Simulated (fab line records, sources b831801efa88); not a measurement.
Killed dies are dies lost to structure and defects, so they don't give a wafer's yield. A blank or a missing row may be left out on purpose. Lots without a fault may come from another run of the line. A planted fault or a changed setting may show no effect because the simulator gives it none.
Chamber matching | flow sky130 | SKY_VIA2_CMP_24 on cmp-01: 4 sister chambers
The step polishes, stops on SiO2, t overpolish 20 s, target thk 0 nm. 14 wafers are shown with their chamber, then 7 later ones without.

WAFERS WITH THEIR CHAMBER
wafer  | chamber | motor_current_A (A) | overpolish_run_s (s) | time_to_endpoint_s (s)
L080.1 | 3       | 10.0                | 19.993               | 99
L080.2 | 0       | 11.5                | 20.005               | 100
L080.3 | 2       | 10.8                | 20.005               | 104
L082.1 | 1       | 10.7                | 20.013               | 97
L082.2 | 0       | 10.9                | 19.978               | 107
L082.5 | 2       | 10.2                | 20.011               | 103
L085.2 | 2       | 10.4                | 20.003               | 102
L085.4 | 3       | 9.7                 | 19.988               | 101
L085.5 | 3       | 9.3                 | 19.997               | 104
L084.2 | 2       | 11.3                | 20.001               | 103
L084.4 | 3       | 9.8                 | 19.998               | 100
L084.5 | 0       | 11.3                | 20.020               | 103
L090.1 | 1       | 10.9                | 20.012               | 98
L090.2 | 0       | 11.1                | 20.000               | 96

SIGNATURES (means of the wafers above)
reading            | chamber 0 | chamber 1 | chamber 2 | chamber 3 | scatter within a chamber
motor_current_A    | 11.200    | 10.800    | 10.675    | 9.700     | 0.345
overpolish_run_s   | 20.00075  | 20.01250  | 20.00500  | 19.99400  | 0.0101
time_to_endpoint_s | 101.50    | 97.50     | 103.00    | 101.00    | 2.85
Rule: a wafer's distance from a chamber is the root of the sum, over the readings, of the square of ((its reading less the chamber's mean) divided by the reading's scatter). The wafer belongs to the nearest chamber; if the next one is less than 2 further off, it can't be placed. The scatter: the root of (the sum of the squares of (reading less its chamber's mean) over the shown wafers, divided by (wafers less chambers)).

WAFERS WITHOUT THEIR CHAMBER
wafer  | motor_current_A (A) | overpolish_run_s (s) | time_to_endpoint_s (s)
L090.6 | 10.7                | 19.996               | 97
L093.1 | 11.2                | 19.992               | 100
L093.4 | 9.9                 | 20.015               | 103
L093.6 | 9.7                 | 20.007               | 100
L094.1 | 11.0                | 20.009               | 98
L094.2 | 11.3                | 19.990               | 98
L094.6 | 10.2                | 19.998               | 98

WHICH CHAMBER EACH WENT THROUGH
wafer  | from the rows above               | in truth
L090.6 | can't be placed: 1 or 0 or 2 or 3 | 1
L093.1 | can't be placed: 0 or 2 or 1      | 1
L093.4 | can't be placed: 3 or 2 or 1 or 0 | 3
L093.6 | can't be placed: 3 or 2           | 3
L094.1 | can't be placed: 1 or 0 or 2      | 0
L094.2 | can't be placed: 0 or 1 or 2      | 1
L094.6 | can't be placed: 3 or 1 or 2 or 0 | 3
Placed correctly: 0 of 7. Can't be placed from these rows: 7 (the true chamber is among the candidates in 7). Placed wrongly: 0.
